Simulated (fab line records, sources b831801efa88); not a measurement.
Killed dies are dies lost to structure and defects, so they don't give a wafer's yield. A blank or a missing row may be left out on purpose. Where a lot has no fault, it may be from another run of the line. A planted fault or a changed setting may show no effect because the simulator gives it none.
A single fault, viewed from 2 desks / flow sky130 / only its own numbers are on each desk; what lay behind them is given at the end

## METROLOGY DESK
Means of the sampled wafers that have a number, per lot and without regard to the tool the lot ran on: this is what the gauges read. The brackets show how far a lot's mean lies from the usual mean; more than 4 standard deviations puts the lot out of limits, marked OUT.
Columns: A = PAD_OPEN_BOW at SKY_PAD_OPEN_BOW_MEAS_13, usual 48 um
lot=L599; first seen here=day 45 20:05; A=48
lot=L600; first seen here=day 45 21:35; A=53
lot=L601; first seen here=day 46 09:19; A=47
lot=L605; first seen here=day 47 07:21; A=53
lot=L611; first seen here=day 49 00:05; A=52
lot=L613; first seen here=day 49 05:42; A=50
lot=L614; first seen here=day 49 09:09; A=56
lot=L615; first seen here=day 49 14:32; A=45
lot=L616; first seen here=day 49 19:17; A=47
lot=L617; first seen here=day 50 01:40; A=34
lot=L619; first seen here=day 50 07:28; A=74
lot=L621; first seen here=day 50 15:03; A=39
lot=L622; first seen here=day 50 23:52; A=41
Finding of this desk: none of the 13 lots has anything out of limits.

## THE TOOL OWNER'S DESK: wet bench-04
The tool's own readings at SKY_FIELD_ISO_WET_ETCH_30 (etches SiO2 in dHF, target depth 25 nm, time 50 s): means of the sampled wafers that have a number, for each lot that ran on this tool. The brackets show how far a lot's mean lies from the usual mean; more than 4 standard deviations puts the lot out of limits, marked OUT.
Columns: A = temp c at SKY_FIELD_ISO_WET_ETCH_30, usual 25.00 C
lot=L601; first seen here=day 2 22:59; A=24.95
lot=L605; first seen here=day 3 16:35; A=24.98
lot=L611; first seen here=day 5 06:42; A=25.02
lot=L613; first seen here=day 5 13:29; A=25.01
Finding of this desk: none of the 4 lots has anything out of limits.

## TAKEN TOGETHER
Nothing out of limits was seen by the metrology desk.
The tool owner's desk saw nothing out of limits.

## WHAT THE SIMULATOR HAD INSERTED
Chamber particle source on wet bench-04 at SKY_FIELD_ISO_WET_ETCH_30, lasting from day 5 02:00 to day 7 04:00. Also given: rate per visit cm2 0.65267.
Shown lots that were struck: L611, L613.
